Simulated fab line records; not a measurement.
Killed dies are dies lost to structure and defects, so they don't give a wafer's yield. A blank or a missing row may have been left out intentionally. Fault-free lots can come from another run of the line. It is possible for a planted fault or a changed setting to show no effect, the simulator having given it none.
Struck lot and sound lot, side by side + flow sky130 + 18 steps out of a route of 708
Sound: the wafers L920.2, L920.3, L920.4. The struck wafers were L909.1, L909.4, L909.6. The cause comes at the end.
At each step with rows: each side's tool, then ch and its chambers, then its first start. Under that, the readings that differ: sound wafers + struck wafers + difference of the means + sigmas: that difference in standard deviations of wafers without a fault.
alike: a reading whose means differ by less than 2 such deviations, as well as words and numbers matching on both sides. not compared: withheld readings; readings where some wafer has no value; bounds like >300 that might hide an equal value; numbers whose values overlap and for which the record gives no deviation.
The two part at a step that has a row with sigmas, a row that says differs or no value, or rows on one side only. Numbers that have no deviation but don't overlap get no sigmas and don't part them. Lack of a reading on every wafer of one side parts them only where that side has two or more wafers.

first, 4 steps without rows for these wafers: SKY_PWDE_SOFTBAKE_03; SKY_PWDE_EXPOSE_04 (exposes mask PWDEM, target cd 840 nm); SKY_PWDE_PEB_05; SKY_PWDE_DEVELOP_06 (develop time 60 s).
SKY_PWDE_OVL_MEAS_07:
  sound on overlay-02 at day 9 15:38; struck on overlay-02 at day 6 11:07
  alike: PWDE_OVL
then, 1 step without rows for these wafers: SKY_PWDE_IMPLANT_08.
SKY_PWDE_STRIP_09: strips in O2/N2.
  sound on plasma_asher-04 ch 0,1, day 9 15:49; struck on plasma_asher-03 ch 1, day 6 11:18
  alike: drypump_motor_current_A, oes_product_au, strip_time_to_endpoint_s
  not compared: rf_hours_counter_h
SKY_PWDE_TW_MEAS_10:
  sound on film_metro-01 at day 9 15:55; struck on film_metro-01 at day 6 11:24
  alike: PWDE_TW
then, 4 steps without rows for these wafers: SKY_NWELL_DEHYDRATE_03 (time 60 s); SKY_NWELL_HMDS_04 (prime time 60 s); SKY_NWELL_COAT_05 (resist thk 3000 nm); SKY_NWELL_SOFTBAKE_06.
SKY_NWELL_EXPOSE_07: exposes mask NWM, target cd 840 nm.
  sound on iline_stepper-02 ch 0, day 10 02:28; struck on iline_stepper-01 ch 0, day 6 19:22
| reading                       | sound                   | struck            | difference | sigmas |
|-------------------------------|-------------------------|-------------------|------------|--------|
| model.NWELL.overlay_x_nm (nm) | -0.8635 -0.8635 -0.8635 | 140.5 140.5 140.5 | +141.4     |        |
  alike: mask
then, 2 steps without rows for these wafers: SKY_NWELL_PEB_08; SKY_NWELL_DEVELOP_09 (develop time 60 s).
SKY_NWELL_OVL_MEAS_10:
  sound on overlay-01 at day 10 13:37; struck on overlay-02 at day 7 05:01
| reading           | sound       | struck            | difference | sigmas      |
|-------------------|-------------|-------------------|------------|-------------|
| NWELL_00_OVL (nm) | 0.6 1.4 0.5 | 140.7 140.8 140.6 | +139.9     | +99 or more |
then, 1 step without rows for these wafers: SKY_NWELL_IMPLANT_11.
-- the record jumps here: 41 days lie between the struck wafers' starts before and after (it left off in module NWELL and takes up again in module PAD_OPEN, whose first step shown is number 708 of the route) --
SKY_PAD_OPEN_PROBE_99:
  sound on prober-02 at day 51 05:22; struck on prober-01 at day 48 11:16
  no value came back on the struck wafers for model.etest.pfet_16v.r_on_ohm_um, model.etest.nfet_16v.r_on_ohm_um, model.etest.pfet_16v.drive_ua_um, model.etest.nfet_16v.drive_ua_um; on the sound wafers model.etest.pfet_16v.r_on_ohm_um reads 1.488e+04 1.452e+04 1.491e+04
  alike: killed_at_M0_to_M3, killed_at_M4_up, killed_at_contacts, killed_at_front_end, killed_at_other, killed_dies, killed_open, killed_short

## WHERE THEY PART
Earliest at SKY_NWELL_OVL_MEAS_10; latest, in this record, at SKY_PAD_OPEN_PROBE_99.

WHY: the cause the simulator had injected
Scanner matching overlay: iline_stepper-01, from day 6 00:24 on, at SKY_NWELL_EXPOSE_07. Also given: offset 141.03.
